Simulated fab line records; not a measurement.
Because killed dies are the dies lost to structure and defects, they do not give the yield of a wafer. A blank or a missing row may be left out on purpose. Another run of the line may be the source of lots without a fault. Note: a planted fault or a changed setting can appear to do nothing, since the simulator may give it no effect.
Which tool was responsible? + flow sky130 + 11 lots with 33 wafers sampled at 6 steps, on a route of 708 steps

== WHAT THE GAUGES READ, wafer by wafer ==
SKY_LDD_LDN_OVL_MEAS_07.
| lot  | measured     | on         | LDD_LDN_OVL (nm) |
|------|--------------|------------|------------------|
| L825 | day 23 02:22 | overlay-01 | -0.7 -0.5 -0.2   |
| L826 | day 23 08:01 | overlay-01 | 0.8 -0.2 0.6     |
| L827 | day 23 18:57 | overlay-02 | -0.3 -1.3 1.2    |
| L828 | day 24 08:07 | overlay-01 | 1.8 1.7 -0.1     |
| L829 | day 24 17:17 | overlay-02 | 0.6 1.7 -0.4     |
| L830 | day 24 19:47 | overlay-02 | -0.9 0.9 2.6     |
| L831 | day 25 10:04 | overlay-01 | 1.8 -0.3 0.4     |
| L839 | day 28 01:28 | overlay-01 | 1.3 0.0 0.2      |
| L840 | day 28 13:44 | overlay-02 | -0.4 1.0 -1.6    |
| L841 | day 28 23:42 | overlay-02 | 0.2 1.0 -1.0     |
| L842 | day 29 07:28 | overlay-02 | -0.4 -2.2 -1.2   |

SKY_SD_P_CD_MEAS_07: target cd 380 nm.
| lot  | measured     | on        | cd nm (nm)        |
|------|--------------|-----------|-------------------|
| L825 | day 25 15:04 | cd sem-01 | 378.0 376.2 375.2 |
| L826 | day 25 20:58 | cd sem-01 | 381.0 380.3 379.1 |
| L827 | day 26 07:40 | cd sem-01 | 382.5 380.1 382.6 |
| L828 | day 26 20:30 | cd sem-01 | 378.1 376.9 379.2 |
| L829 | day 27 06:46 | cd sem-01 | 472.2 470.1 472.6 |
| L830 | day 27 07:48 | cd sem-02 | 468.7 469.2 468.6 |
| L831 | day 27 22:13 | cd sem-01 | 470.3 470.1 474.3 |
| L839 | day 30 12:38 | cd sem-02 | 380.2 382.3 379.7 |
| L840 | day 31 00:55 | cd sem-02 | 376.2 376.9 376.1 |
| L841 | day 31 10:01 | cd sem-01 | 384.2 380.9 380.9 |
| L842 | day 31 17:43 | cd sem-02 | 377.0 375.4 378.7 |

SKY_SD_P_TW_MEAS_11.
| lot  | measured     | on            | SD_P_TW        |
|------|--------------|---------------|----------------|
| L825 | day 25 15:27 | film metro-03 | 2790 2784 2786 |
| L826 | day 25 21:22 | film metro-04 | 2815 2799 2812 |
| L827 | day 26 08:03 | film metro-03 | 2804 2778 2796 |
| L828 | day 26 20:55 | film metro-04 | 2825 2837 2816 |
| L829 | day 27 07:09 | film metro-01 | 2838 2849 2856 |
| L830 | day 27 08:13 | film metro-03 | 2785 2771 2777 |
| L831 | day 27 22:37 | film metro-01 | 2848 2850 2849 |
| L839 | day 30 13:02 | film metro-01 | 2878 2877 2867 |
| L840 | day 31 01:19 | film metro-04 | 2821 2819 2825 |
| L841 | day 31 10:25 | film metro-04 | 2808 2814 2818 |
| L842 | day 31 18:08 | film metro-03 | 2755 2761 2759 |

== EACH LOT AND THE TOOL THAT RAN IT (in order: tool; ch and the chambers of the sampled wafers; start) ==
| lot  | SKY_SPACER_ETCHBACK_02             | SKY_SD_P_COAT_02                  | SKY_SD_P_STRIP_10                    |
|------|------------------------------------|-----------------------------------|--------------------------------------|
| L825 | rie diel-03 ch 0,3, day 23 04:28   | litho track-03 ch 0, day 25 00:55 | plasma asher-04 ch 0,1, day 25 15:22 |
| L826 | rie diel-03 ch 0,2,3, day 23 10:08 | litho track-03 ch 0, day 25 06:56 | plasma asher-04 ch 0,1, day 25 21:16 |
| L827 | rie diel-02 ch 0,1, day 23 21:02   | litho track-04 ch 0, day 25 15:53 | plasma asher-02 ch 0,1, day 26 07:57 |
| L828 | rie diel-02 ch 0,1,2, day 24 10:17 | litho track-04 ch 0, day 26 06:30 | plasma asher-04 ch 0, day 26 20:49   |
| L829 | rie diel-03 ch 1,2, day 24 20:57   | litho track-03 ch 0, day 26 16:31 | plasma asher-04 ch 0,1, day 27 07:04 |
| L830 | rie diel-04 ch 0,2, day 24 22:10   | litho track-03 ch 0, day 26 17:43 | plasma asher-04 ch 0,1, day 27 08:07 |
| L831 | rie diel-02 ch 0,3, day 25 12:10   | litho track-03 ch 0, day 27 07:38 | plasma asher-01 ch 1, day 27 22:31   |
| L839 | rie diel-03 ch 2,3, day 28 03:34   | litho track-04 ch 0, day 29 22:35 | plasma asher-02 ch 0,1, day 30 12:55 |
| L840 | rie diel-03 ch 2,3, day 28 17:35   | litho track-03 ch 0, day 30 11:07 | plasma asher-04 ch 0,1, day 31 01:13 |
| L841 | rie diel-03 ch 0,1,3, day 29 01:49 | litho track-03 ch 0, day 30 20:22 | plasma asher-04 ch 0,1, day 31 10:19 |
| L842 | rie diel-02 ch 0,1,2, day 29 09:35 | litho track-03 ch 0, day 31 04:37 | plasma asher-02 ch 0,1, day 31 18:02 |
- SKY_SPACER_ETCHBACK_02: etches Si3N4 in CH3F/O2, stops on SiO2, time 46.7 s, target depth 45 nm.
- SKY_SD_P_COAT_02: resist thk 1140 nm.
- SKY_SD_P_STRIP_10: strips in O2/N2.

== WHAT THE TOOLS THEMSELVES READ (means of the sampled wafers that have a number; where no wafer has one, the mark that the record gives instead) ==
SKY_SPACER_ETCHBACK_02.
| lot  | tool        | drypump motor current A (A) | oes product au (a.u.) | throttle valve pct (%) |
|------|-------------|-----------------------------|-----------------------|------------------------|
| L825 | rie diel-03 | 5.8                         | 0.855                 | 10.558                 |
| L826 | rie diel-03 | 5.7                         | 0.847                 | 10.566                 |
| L827 | rie diel-02 | 5.8                         | 0.859                 | 10.563                 |
| L828 | rie diel-02 | 5.7                         | 0.859                 | 10.569                 |
| L829 | rie diel-03 | 5.5                         | 0.852                 | 10.562                 |
| L830 | rie diel-04 | 5.6                         | 0.854                 | 10.569                 |
| L831 | rie diel-02 | 5.6                         | 0.854                 | 10.565                 |
| L839 | rie diel-03 | 5.6                         | 0.851                 | 10.558                 |
| L840 | rie diel-03 | 5.4                         | 0.851                 | 10.565                 |
| L841 | rie diel-03 | 5.9                         | 0.846                 | 10.564                 |
| L842 | rie diel-02 | 5.7                         | 0.845                 | 10.563                 |

SKY_SD_P_COAT_02.
| lot  | tool           | spin speed rpm (rpm) |
|------|----------------|----------------------|
| L825 | litho track-03 | 3001.0               |
| L826 | litho track-03 | 3000.2               |
| L827 | litho track-04 | 2997.7               |
| L828 | litho track-04 | 2999.9               |
| L829 | litho track-03 | 2998.6               |
| L830 | litho track-03 | 2999.2               |
| L831 | litho track-03 | 2997.0               |
| L839 | litho track-04 | 3001.0               |
| L840 | litho track-03 | 2998.5               |
| L841 | litho track-03 | 2998.4               |
| L842 | litho track-03 | 3001.0               |

SKY_SD_P_STRIP_10.
| lot  | tool            | drypump motor current A (A) | oes product au (a.u.) | strip time to endpoint s (s) |
|------|-----------------|-----------------------------|-----------------------|------------------------------|
| L825 | plasma asher-04 | 5.8                         | 0.616                 | 17.45                        |
| L826 | plasma asher-04 | 5.9                         | 0.611                 | 17.53                        |
| L827 | plasma asher-02 | 5.4                         | 0.618                 | 17.45                        |
| L828 | plasma asher-04 | 5.7                         | 0.620                 | 17.51                        |
| L829 | plasma asher-04 | 5.8                         | 0.489                 | 9.86                         |
| L830 | plasma asher-04 | 6.0                         | 0.493                 | 9.88                         |
| L831 | plasma asher-01 | 6.2                         | 0.491                 | 9.91                         |
| L839 | plasma asher-02 | 5.3                         | 0.615                 | 17.49                        |
| L840 | plasma asher-04 | 5.8                         | 0.619                 | 17.55                        |
| L841 | plasma asher-04 | 5.8                         | 0.615                 | 17.52                        |
| L842 | plasma asher-02 | 5.4                         | 0.617                 | 17.54                        |

== THE ANSWER, worked out from the rows above alone ==
Rule: the lots themselves supply what counts as usual. Put in order of their means at a reading, lots are off if they are a third of the lots or fewer, leave a main group of 4 or more, and stand apart from it by a gap of 3 or more times the standard deviation of the main group's means; of several such gaps the widest counts. Not used: any main group whose means are identical at the precision the tables above print for the reading. A lot without any number at a reading at which 4 lots or more have one is off too. Where the step has rows for the other lots, those lots are counted as sound. After the gauges, taken in route order, come the tools' own readings; for these a lot's mean is taken, as printed above. The first step at which some lot is off is used, and at that step the reading that is off furthest; a lot without a number counts as furthest.
Off: L829, L830, L831, at SKY_SD_P_CD_MEAS_07 (cd nm). Main group: mean 379.1 nm, sd 2.2.
If a tool, at a process step before that reading, ran all the lots that are off and no sound lot after the first of them, it fits. Not tried: the gauges at SKY_SD_P_CD_MEAS_07; whatever is off there is also off at SKY_SD_P_STRIP_10, on other tools, and gauge error can't account for it. None of those tried fits.

== WHAT WAS PUT IN BY THE SIMULATOR ==
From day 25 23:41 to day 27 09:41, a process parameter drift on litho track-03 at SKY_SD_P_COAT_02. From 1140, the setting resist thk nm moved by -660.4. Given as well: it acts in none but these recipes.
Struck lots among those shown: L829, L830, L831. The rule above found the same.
